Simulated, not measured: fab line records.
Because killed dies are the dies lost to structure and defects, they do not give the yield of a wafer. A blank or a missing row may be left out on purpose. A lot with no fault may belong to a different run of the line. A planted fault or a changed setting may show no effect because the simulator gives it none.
fab line records	flow sky130
[record] lots = 13	wafers = 39	lastDay = 51
route steps=708 shown FIELD_ISO@15 PWDE@52 VT_ADJUST_NCORE@119 SONOS_ONO@169 PAD_OPEN@708
lots that met no fault: taken from a fault-free run of the same line
startH: the number of hours between the record's first day and the start of the first shown wafer of the lot	waitH: how many hours have passed since the lot's step before this one	" identical to the entry in the row above	L1.1+2: one row covering several wafers at once	- no value, or no start given	* or withheld: withheld	< > ~ a bound
route shown NAME@n: names a module that has steps shown in the file, with the first one's number in the route	usual: the fault-free wafers' mean and standard deviation	same: alike in all rows	chamber/n: place in a boat	sites: the reading at each site	_std_site: their standard deviation	_edge_site: inner sites' mean taken away from outer sites' mean	radiusMm: for every site, how far away it sits from the centre of the wafer	mask NAME#n: copy n	behind: the last tool/chamber to shape the wafer	hold: cause of the lot's hold/its duration in hours/its outcome	device: whichever transistor did not switch (one of n, p or np)	end of line: at the end of the route, the tests of the same wafers	where a step has no rows: the recipe by itself	killed: dies that structure and defects cost at the first sort, which is not the same as the wafer's yield	map: the dies of a wafer, with x for killed, . for not killed, _ for no die there
set.NAME: the run value of the setting; set.NAME@STEP: its run value at that earlier step	model.NAME: the simulator's own value behind a step, which no gauge read
one table for each step of the route and one row for each wafer, over a sample of lots
services: when a tool's chamber went out of use (startH, in hours from the record's first day, below 0 if earlier), for how many hours, and the reason
[[steps]]
[step SKY_FIELD_ISO_ETCH_14]
[recipe] chemistry = N2/H2	target = BARC	ionEnergyEv = 200	sourceW = 500	biasW = 100	pressureMtorr = 30	n2FlowSccm = 100	h2FlowSccm = 200	stopOn = SiO2	timeS = 45.9	targetDepthA = 600
[usual] drypumpMotorCurrentA = 5.7/0.53	oesProductAu = 0.854/0.0048	throttleValvePct = 13.224/0.0086
lot.wafer	tool	chamber	startH	waitH	drypumpMotorCurrentA	oesProductAu	rfHoursCounterH	throttleValvePct
L350.1	rieDiel-04	0	47.62	0.1	6.2	0.849	112	13.224
L350.2	"	1	"	"	5.9	0.854	2	13.237
L350.6	"	0	"	"	6.2	0.846	-	13.215
L351.1	rieDiel-01	3	51.04	0.1	5.2	0.859	144	13.219
L351.4	"	2	"	"	4.8	0.851	40	13.232
L351.6	"	3	"	"	5.3	0.853	-	13.225
L353.3	rieDiel-03	3	60.39	0.1	5.4	0.859	151	13.224
L353.5	"	3	"	"	5.4	0.863	-	13.227
L353.6	"	0	"	"	5.2	0.851	-	13.216
L354.3	rieDiel-04	1	65.36	0.1	5.9	0.857	-	13.236
L354.4	"	3	"	"	6.3	0.858	-	13.236
L354.6	"	3	"	"	6.3	0.858	-	13.223
L355.1	rieDiel-01	0	71.67	0.1	5.9	0.856	114	13.228
L355.2	"	3	"	"	5.2	0.852	144	13.225
L355.3	"	2	"	"	4.8	0.847	40	13.228
L356.2	rieDiel-03	2	78.99	0.1	6.1	0.856	10	13.233
L356.3	"	1	"	"	5.8	0.852	10	13.241
L356.4	"	0	"	"	5.2	0.854	1	13.230
L357.2	rieDiel-04	0	82.19	0.1	6.2	0.853	112	13.220
L357.3	"	3	"	"	6.3	0.851	66	13.225
L357.6	"	3	"	"	6.3	0.860	-	13.223
L358.1	rieDiel-04	3	87.37	0.1	6.3	0.866	67	13.236
L358.2	"	2	"	"	4.9	0.859	0	13.230
L358.3	"	1	"	"	5.9	0.864	3	13.213
L363.2	rieDiel-03	0	114.54	0.1	5.2	0.853	1	13.225
L363.4	"	2	"	"	6.1	0.857	11	13.227
L363.5	"	3	"	"	5.4	0.853	-	13.215
L364.1	rieDiel-01	1	119.89	0.1	6.7	0.858	79	13.212
L364.2	"	0	"	"	5.9	0.850	115	13.217
L364.5	"	0	"	"	5.9	0.853	-	13.223
L365.3	rieDiel-01	2	124.04	0.1	4.8	0.855	42	13.220
L365.4	"	1	"	"	6.6	0.856	79	13.227
L365.5	"	1	"	"	6.6	0.853	-	13.216
L366.1	rieDiel-04	1	127.62	0.1	5.9	0.854	4	13.215
L366.3	"	3	"	"	6.3	0.858	68	13.238
L366.6	"	1	"	"	5.9	0.852	-	13.225
L370.2	rieDiel-01	3	148.37	0.1	5.3	0.858	146	13.235
L370.3	"	0	"	"	5.9	0.863	116	13.214
L370.6	"	3	"	"	5.2	0.857	-	13.225
[step SKY_PWDE_OVL_MEAS_07]
[usual] PWDE_OVL = 1.2/1.8
lot.wafer	tool	chamber	startH	waitH	PWDE_OVL[nm]
L350.1	overlay-02	-	90.72	-	1.3
L350.2	"	-	"	"	-2.1
L350.6	"	-	"	"	-1.0
L351.1	overlay-02	-	97.50	-	2.0
L351.4	"	-	"	"	3.7
L351.6	"	-	"	"	2.8
L353.3	overlay-02	-	104.03	-	1.2
L353.5	"	-	"	"	2.5
L353.6	"	-	"	"	0.5
L354.3	overlay-01	-	112.03	-	3.3
L354.4	"	-	"	"	3.4
L354.6	"	-	"	"	3.5
L355.1	overlay-01	-	119.00	-	2.3
L355.2	"	-	"	"	0.9
L355.3	"	-	"	"	4.0
L356.2	overlay-01	-	122.81	-	1.4
L356.3	"	-	"	"	3.3
L356.4	"	-	"	"	1.7
L357.2	overlay-02	-	127.18	-	0.3
L357.3	"	-	"	"	0.0
L357.6	"	-	"	"	2.1
L358.1	overlay-01	-	134.42	-	2.5
L358.2	"	-	"	"	0.9
L358.3	"	-	"	"	-0.6
L363.2	overlay-01	-	164.43	-	0.2
L363.4	"	-	"	"	2.1
L363.5	"	-	"	"	1.2
L364.1	overlay-02	-	168.82	-	-1.4
L364.2	"	-	"	"	1.4
L364.5	"	-	"	"	-2.6
L365.3	overlay-02	-	170.46	-	2.7
L365.4	"	-	"	"	2.4
L365.5	"	-	"	"	0.4
L366.1	overlay-02	-	176.72	-	0.0
L366.3	"	-	"	"	-0.9
L366.6	"	-	"	"	-0.8
L370.2	overlay-02	-	197.70	-	-0.4
L370.3	"	-	"	"	1.2
L370.6	"	-	"	"	1.1
[step SKY_VT_ADJUST_NCORE_DEHYDRATE_00]
[recipe] tempC = 200	timeS = 60
[usual] exhaustPa = 45.0/1	heaterPowerTotalW = 160.38/0.13	resistLineTempC = 22.98/0.12	runLengthS = 89.35/0.12
lot.wafer	tool	chamber	startH	waitH	exhaustPa	heaterPowerTotalW	resistLineTempC	runLengthS
L350.1	lithoTrack-02	0	199.12	10.3	43.9	160.35	23.30	89.21
L350.2	"	0	"	"	43.7	160.32	23.14	89.26
L350.6	"	0	"	"	44.9	160.27	23.09	89.20
L351.1	lithoTrack-02	0	208.17	10.3	45.7	160.23	22.97	89.33
L351.4	"	0	"	"	45.5	160.30	23.20	89.25
L351.6	"	0	"	"	47.5	160.52	23.08	89.64
L353.3	lithoTrack-03	0	217.72	9.9	44.5	160.30	22.99	89.25
L353.5	"	0	"	"	45.3	160.22	23.06	89.46
L353.6	"	0	"	"	45.3	160.59	23.03	89.45
L354.3	lithoTrack-01	0	225.90	11.2	44.4	160.23	23.28	89.29
L354.4	"	0	"	"	43.0	160.49	23.10	89.20
L354.6	"	0	"	"	44.8	160.53	23.07	89.16
L355.1	lithoTrack-02	0	233.57	11.0	45.1	160.42	22.85	89.26
L355.2	"	0	"	"	45.5	160.24	22.76	89.28
L355.3	"	0	"	"	44.4	160.39	22.88	89.22
L356.2	lithoTrack-02	0	239.34	10.7	47.1	160.31	23.11	89.21
L356.3	"	0	"	"	47.3	160.39	22.90	89.42
L356.4	"	0	"	"	45.6	160.18	22.97	89.39
L357.2	lithoTrack-03	0	243.99	10.1	45.6	160.31	23.22	89.25
L357.3	"	0	"	"	45.2	160.28	23.17	89.30
L357.6	"	0	"	"	46.4	160.59	23.04	89.51
L358.1	lithoTrack-03	0	252.07	10.6	45.0	160.35	23.00	89.37
L358.2	"	0	"	"	44.7	160.33	23.11	89.27
L358.3	"	0	"	"	43.5	160.34	22.94	89.29
L363.2	lithoTrack-02	0	291.34	11.9	43.6	163.10	22.77	86.68
L363.4	"	0	"	"	43.7	163.26	22.95	86.69
L363.5	"	0	"	"	42.9	163.05	22.86	86.61
L364.1	lithoTrack-02	0	294.97	11.5	44.5	163.10	23.02	86.75
L364.2	"	0	"	"	43.6	162.98	22.90	86.56
L364.5	"	0	"	"	44.7	162.88	23.09	86.49
L365.3	lithoTrack-03	0	298.02	11.7	44.3	160.33	23.16	89.28
L365.4	"	0	"	"	45.3	160.52	23.17	89.41
L365.5	"	0	"	"	44.2	160.31	23.02	89.25
L366.1	lithoTrack-02	0	305.27	12.2	44.8	163.21	23.04	86.78
L366.3	"	0	"	"	45.4	163.08	23.01	86.56
L366.6	"	0	"	"	44.4	162.92	22.91	86.53
L370.2	lithoTrack-03	0	330.84	12.2	44.7	160.66	23.01	89.29
L370.3	"	0	"	"	44.1	160.48	22.95	89.25
L370.6	"	0	"	"	44.4	160.29	23.07	89.48
[step SKY_SONOS_ONO_THK_MEAS_01]
[recipe] reads = SiO2_of_SONOS_ONO_OXIDATION_00
[usual] SONOS_ONO_OXIDATION_THK = 2.59/0.055
lot.wafer	tool	chamber	startH	waitH	SONOS_ONO_OXIDATION_THK[nm]
L350.1	filmMetro-04	-	282.98	0.0	2.64
L350.2	"	-	"	"	2.57
L350.6	"	-	"	"	2.63
L351.1	filmMetro-03	-	295.32	0.0	2.65
L351.4	"	-	"	"	2.61
L351.6	"	-	"	"	2.62
L353.3	filmMetro-04	-	306.36	0.0	2.57
L353.5	"	-	"	"	2.56
L353.6	"	-	"	"	2.67
L354.3	filmMetro-04	-	317.05	0.0	2.60
L354.4	"	-	"	"	2.64
L354.6	"	-	"	"	2.52
L355.1	filmMetro-04	-	324.31	0.0	2.51
L355.2	"	-	"	"	2.47
L355.3	"	-	"	"	2.44
L356.2	filmMetro-04	-	329.65	0.0	2.57
L356.3	"	-	"	"	2.63
L356.4	"	-	"	"	2.58
L357.2	filmMetro-03	-	335.19	0.0	2.64
L357.3	"	-	"	"	2.67
L357.6	"	-	"	"	2.68
L358.1	filmMetro-03	-	346.28	0.0	2.66
L358.2	"	-	"	"	2.70
L358.3	"	-	"	"	2.64
L363.2	filmMetro-02	-	388.67	0.0	2.62
L363.4	"	-	"	"	2.62
L363.5	"	-	"	"	2.67
L364.1	filmMetro-04	-	393.63	0.0	2.64
L364.2	"	-	"	"	2.61
L364.5	"	-	"	"	2.63
L365.3	filmMetro-04	-	396.73	0.0	2.50
L365.4	"	-	"	"	2.50
L365.5	"	-	"	"	2.59
L366.1	filmMetro-03	-	408.04	0.0	2.49
L366.3	"	-	"	"	2.44
L366.6	"	-	"	"	2.55
L370.2	filmMetro-02	-	436.51	0.0	2.52
L370.3	"	-	"	"	2.61
L370.6	"	-	"	"	2.51
[step SKY_PAD_OPEN_PROBE_99]
[usual] killed_at_M0_to_M3 = 43/7.3	killed_at_M4_up = 3.4/2.1	killedAtContacts = 24/5.9	killedAtFrontEnd = 14/4	killedAtOther = 0.3/0.54	killedDies = 85/10	killedOpen = 46/7.7	killedShort = 38/6
[same] grossDies = 492	killedAtBackSide = 0
lot.wafer	tool	chamber	startH	waitH	killed_at_M0_to_M3	killed_at_M4_up	killedAtContacts	killedAtFrontEnd	killedAtOther	killedDies	killedOpen	killedShort
L363.2	prober-02	-	1192.47	0.1	40	3	24	18	0	85	44	40
L363.4	prober-02	-	1192.57	0.2	43	4	16	10	0	73	30	42
L363.5	prober-02	-	1192.62	0.2	56	4	20	18	0	98	46	51
// killed by level:class
L363.2 VIA2:geometricParticle:open=8 LI_CONTACT:geometricParticle:open=7 CONTACT:geometricParticle:open=7 VIA3:geometricParticle:open=7 FIELD_ISO:geometricParticle:short=6 METAL1:geometricParticle:short=6 VIA1:geometricParticle:open=6 POLY_GATE:geometricParticle:short=4
L363.4 VIA2:geometricParticle:open=8 CONTACT:geometricParticle:short=6 METAL1:geometricParticle:short=6 VIA1:geometricParticle:open=6 FIELD_ISO:geometricParticle:short=5 VIA3:geometricParticle:open=5 VIA1:geometricParticle:short=5 CONTACT:geometricParticle:open=4
L363.5 VIA1:geometricParticle:short=10 VIA2:geometricParticle:open=10 VIA1:geometricParticle:open=9 METAL1:geometricParticle:short=8 LOCAL_INTERCONNECT:geometricParticle:short=6 CONTACT:geometricParticle:open=6 VIA3:geometricParticle:open=6 FIELD_ISO:geometricParticle:open=5
[[services]]
tool	chamber	startH	hours	kind
rieDiel-03	-	39.50	0.7	repair
rieDiel-01	2	52.04	8.0	repair
rieDiel-04	2	55.54	-	clean
rieDiel-04	2	55.54	15.6	scheduledDown
rieDiel-04	2	55.54	15.6	ventCycle
rieDiel-04	0	61.51	17.6	repair
rieDiel-01	1	88.43	3.8	repair
rieDiel-03	2	100.54	10.5	repair
rieDiel-01	-	112.99	2.8	pm
rieDiel-04	2	116.11	15.8	repair
rieDiel-03	0	129.60	4.4	repair
rieDiel-03	3	158.15	-	clean
rieDiel-03	3	158.15	24.0	scheduledDown
rieDiel-03	3	158.15	24.0	ventCycle
rieDiel-01	3	199.50	-	clean
rieDiel-01	3	199.50	14.9	scheduledDown
rieDiel-01	3	199.50	14.9	ventCycle
rieDiel-03	1	220.91	16.4	repair
rieDiel-03	0	248.58	5.7	repair
rieDiel-04	1	252.21	5.7	repair
rieDiel-03	0	292.70	4.5	repair
lithoTrack-01	-	294.31	-	consumableReplace:filter
lithoTrack-02	-	299.63	-	consumableReplace:filter
[[key]]
[firstSign] step = SKY_VT_ADJUST_NCORE_DEHYDRATE_00	reading = runLengthS	direction = down	sigmas = 24	usual = *	struck = *
[effect] step = SKY_VT_ADJUST_NCORE_DEHYDRATE_00	reading = heaterPowerTotalW	direction = up	sigmas = 21	usual = *	struck = *
metAt SKY_VT_ADJUST_NCORE_DEHYDRATE_00
struckLots L363,L364,L366
testerLeftOut L363,L364,L366
notActingAt SKY_FIELD_ISO_ETCH_14,SKY_PWDE_OVL_MEAS_07,SKY_SONOS_ONO_THK_MEAS_01
onsetBetween 239.34 291.34
[fault] kind = processParameterDrift	tool = lithoTrack-02	chamber = -	onsetH = 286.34	steps = SKY_VT_ADJUST_NCORE_DEHYDRATE_00	channel = timeS	offset = *	shape = step	endH = 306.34	actsIn = *	stated = *
// testerLeftOut: of these lots the tester's yield and bins aren't shown, on N5 and GAA mostly nor the transistor test; their killed dies are dies lost to structure and defects alone, not to doping, threshold or leakage, so they don't give the yield
